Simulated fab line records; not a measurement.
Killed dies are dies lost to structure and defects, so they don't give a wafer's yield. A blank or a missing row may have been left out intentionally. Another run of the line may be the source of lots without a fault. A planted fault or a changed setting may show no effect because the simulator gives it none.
Comparing a struck lot with a sound one / flow gf180mcu / 17 steps out of a route of 602
Sound: the wafers L113.2, L113.4, L113.6. Struck: wafers L124.2, L124.5. (L124.1 of the same lot was not struck and is left out.) The cause comes at the end.
At each step with rows: each side's tool, then ch and its chambers, then its first start. Under that, the readings that differ: sound wafers / struck wafers / difference of the means / sigmas: that difference in standard deviations of wafers without a fault.
alike: words and numbers the same on both sides, and readings whose means are apart by under 2 such deviations; not compared: readings that were withheld, readings missing a value for some wafer, numbers with overlapping values and no deviation given by the record, and bounds like >300 which may hide the same value.
Wherever a step has rows on one side only, a row that says differs or no value, or a row with sigmas, the two part there. Numbers that don't overlap but have no deviation are shown without sigmas and don't part them. Lack of a reading on every wafer of one side parts them only where that side has two or more wafers.

first, 1 step without rows for these wafers: GF_STI_DEVELOP_11 (develop time 60 s).
GF_STI_CD_MEAS_12: the cd target is 220 nm.
  sound on cd sem-02 at day 3 12:12; struck on cd sem-02 at day 5 20:44
  alike: cd nm
GF_STI_ETCH_13: etches the open film in CHF3/O2, stops on Si, target depth 282.31 nm, time 112.9 s.
  sound on rie diel-01 ch 0,1,3, day 3 12:18; struck on rie diel-04 ch 0,1, day 5 20:51
  alike: drypump motor current A, oes product au, throttle valve pct
  not compared: rf hours counter h
GF_STI_ETCH_14: etches Si in HBr/Cl2/O2, target depth 360 nm, time 102.9 s.
  sound on rie si-01 ch 2,3, day 3 12:23; struck on rie si-01 ch 1,3, day 5 20:56
  alike: HBr_flow_sccm, drypump motor current A, oes product au, throttle valve pct
  not compared: rf hours counter h
GF_STI_STRIP_15: strips in O2/N2.
  sound on plasma asher-04 ch 0,1, day 3 12:27; struck on plasma asher-02 ch 0,1, day 5 21:01
  alike: drypump motor current A, heater power w, o2 flow sccm, oes product au, platen temp c, strip time to endpoint s
  not compared: rf hours counter h
then, 6 steps without rows for these wafers: GF_STI_CLEAN_16 (cleans in dHF, time 25 s); GF_STI_WET_ETCH_17 (etches Si3N4 in H3PO4, target depth 45 nm, time 514 s); GF_STI_CLEAN_18 (cleans in SC1/SC2, time 150 s); GF_STI_CLEAN_19 (cleans in dHF, time 20 s); GF_STI_WET_ETCH_20 (etches SiO2 in dHF, target depth 20 nm, time 400 s); GF_STI_OXIDATION_21 (stabilise 600 s, purge 300 s, target thk 15 nm).
GF_STI_THK_MEAS_22:
  sound on film metro-02 at day 3 17:35; struck on film metro-04 at day 6 01:28
  alike: STI_OXIDATION_01_THK
GF_STI_CVD_23: deposits SiO2, target thk 650 nm, time 108.3 s.
  sound on hdpcvd-02 ch 0,2, day 3 17:38; struck on hdpcvd-01 ch 2, day 6 01:31
reading=model.SiO2_of_STI_CVD_23.thk nm (nm); sound=657.1 653.2 656.7; struck=1160 1161; difference=+505; sigmas=
GF_STI_THK_MEAS_24:
  sound on film metro-03 at day 3 17:43; struck on film metro-02 at day 6 01:49
reading=STI_CVD_23_THK (nm); sound=657 653 657; struck=1160 1161; difference=+505; sigmas=+90
  not compared: hold
GF_STI_CMP_25: polishes, stops on Si3N4, t overpolish 33 s, target thk 524.6 nm.
  sound on cmp-01 ch 2,3, day 3 17:46; struck on cmp-01 ch 3, day 6 03:37
reading=hold; sound=- - -; struck=await dispo/1.7h/release await dispo/1.7h/release; difference=no value on the sound wafers; sigmas=
reading=time to endpoint s (s); sound=121 128 124; struck=212 214; difference=+89; sigmas=+20
  alike: motor current A
then, 1 step without rows for these wafers: GF_STI_WET_ETCH_26 (etches SiO2 in dHF, target depth 94 nm, time 188 s).
-- the record jumps here: 28 days lie between the struck wafers' starts before and after (it left off in module STI and takes up again in module PASSIVATION, whose first step shown is number 602 of the route) --
GF_PASSIVATION_PROBE_99:
  rows exist in the record for the struck wafers here (prober-01, day 33 23:41), but not for the sound ones

WHERE THEY PART
At GF_STI_THK_MEAS_24 first; at GF_PASSIVATION_PROBE_99 last (within this record only).

WHY: the cause the simulator had injected
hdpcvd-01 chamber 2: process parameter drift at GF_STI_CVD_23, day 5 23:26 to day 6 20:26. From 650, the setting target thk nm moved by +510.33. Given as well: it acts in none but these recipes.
